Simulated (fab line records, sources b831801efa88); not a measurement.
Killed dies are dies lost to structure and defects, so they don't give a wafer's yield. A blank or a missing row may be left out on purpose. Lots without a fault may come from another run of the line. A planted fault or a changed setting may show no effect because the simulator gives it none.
Tool commonality check | flow gf180mcu | 10 lots, 36 wafers sampled

WHY IT WAS OPENED
At GF_V2_RS_MEAS_24 the reading V2_W_RS is flagged on 2 of 10 lots. Wafers without a fault read 0.328 ohm/sq, standard deviation 0.0037.
Rule: a lot is flagged when every wafer of it that has a number lies more than 4 standard deviations from that mean, or none has a number. The other lots count as sound.

lot  | measured     | on            | V2_W_RS (ohm/sq), wafer by wafer    | flag
L337 | day 20 23:39 | film_metro-04 | 0.325 0.327 0.330                   |
L338 | day 21 08:30 | film_metro-01 | 0.330 0.330 0.331                   |
L339 | day 21 16:10 | film_metro-04 | 0.326 0.331 0.324                   |
L344 | day 23 08:02 | film_metro-04 | 0.384 0.386 0.387 0.385 0.386 0.385 | FLAGGED
L345 | day 23 17:28 | film_metro-04 | 0.394 0.388 0.392 0.394 0.389 0.392 | FLAGGED
L353 | day 26 08:14 | film_metro-02 | 0.328 0.318 0.330                   |
L354 | day 26 19:38 | film_metro-04 | 0.327 0.329 0.327                   |
L355 | day 26 20:34 | film_metro-04 | 0.334 0.336 0.331                   |
L356 | day 27 05:28 | film_metro-02 | 0.331 0.327 0.331                   |
L358 | day 27 20:43 | film_metro-04 | 0.332 0.328 0.332                   |
The numbers of the flagged lots are 0.389 ohm/sq on average: +0.060 ohm/sq against the usual, or +16 standard deviations.

WHICH TOOL RAN EACH LOT
The record holds 2 process steps before the reading, out of a route of 602 steps. In each cell: the tool, then ch and the chambers that the sampled wafers went through, then the start.
lot  | flag    | GF_V1_SPUTTER_22             | GF_V2_CVD_23
L337 |         | pvd_sputter-02, day 18 19:18 | cvd_w-01 ch 0,1, day 20 23:32
L338 |         | pvd_sputter-02, day 19 05:23 | cvd_w-02 ch 0, day 21 08:22
L339 |         | pvd_sputter-02, day 19 11:52 | cvd_w-02 ch 0,1, day 21 16:04
L344 | FLAGGED | pvd_sputter-02, day 21 06:26 | cvd_w-01 ch 0,1, day 23 07:55
L345 | FLAGGED | pvd_sputter-03, day 21 15:52 | cvd_w-01 ch 0,1, day 23 17:21
L353 |         | pvd_sputter-02, day 24 10:21 | cvd_w-02 ch 0,1, day 26 08:07
L354 |         | pvd_sputter-03, day 24 22:39 | cvd_w-01 ch 0,1, day 26 19:31
L355 |         | pvd_sputter-02, day 24 23:43 | cvd_w-01 ch 0,1, day 26 20:27
L356 |         | pvd_sputter-03, day 25 08:02 | cvd_w-02 ch 0,1, day 27 05:21
L358 |         | pvd_sputter-02, day 26 01:09 | cvd_w-01 ch 0,1, day 27 20:36
What these steps do:
- GF_V1_SPUTTER_22: material TiN, target thk 10 nm, time 40 s.
- GF_V2_CVD_23: deposits W, target thk 350 nm, time 104.94 s.
- GF_V2_RS_MEAS_24: measures by four-point-probe.

FLAGGED OVER TOTAL, TOOL BY TOOL (the gauges that took the reading come last)
step             | tool           | lots run | flagged | share of the flagged lots | sound lots run after its first flagged lot
GF_V1_SPUTTER_22 | pvd_sputter-02 | 7        | 1       | some                      | 3 (L353,L355,L358)
GF_V1_SPUTTER_22 | pvd_sputter-03 | 3        | 1       | some                      | 2 (L354,L356)
GF_V2_CVD_23     | cvd_w-01       | 6        | 2       | all                       | 3 (L354,L355,L358)
GF_V2_CVD_23     | cvd_w-02       | 4        | 0       | none                      | -
GF_V2_RS_MEAS_24 | film_metro-01  | 1        | 0       | none                      | -
GF_V2_RS_MEAS_24 | film_metro-02  | 2        | 0       | none                      | -
GF_V2_RS_MEAS_24 | film_metro-04  | 7        | 2       | all                       | 3 (L354,L355,L358)

WHAT THE TABLE ALLOWS
2 rows of the table ran every flagged lot: cvd_w-01 at GF_V2_CVD_23, film_metro-04 at GF_V2_RS_MEAS_24.
- cvd_w-01 at GF_V2_CVD_23: 2 of its 6 lots flagged. Sound lots ran on it after the first flagged one (L354, L355, L358), which a lasting fault on the whole tool wouldn't allow. Its own readings lie more than 4 standard deviations out on every wafer of the flagged lots: susceptor_temp_C.
- film_metro-04 at GF_V2_RS_MEAS_24: 2 of its 7 lots flagged. Sound lots ran on it after the first flagged one (L354, L355, L358), which a lasting fault on the whole tool wouldn't allow.
No row of the table ran every flagged lot and no sound lot after the first.

WHAT THE SIMULATOR HAD PUT IN
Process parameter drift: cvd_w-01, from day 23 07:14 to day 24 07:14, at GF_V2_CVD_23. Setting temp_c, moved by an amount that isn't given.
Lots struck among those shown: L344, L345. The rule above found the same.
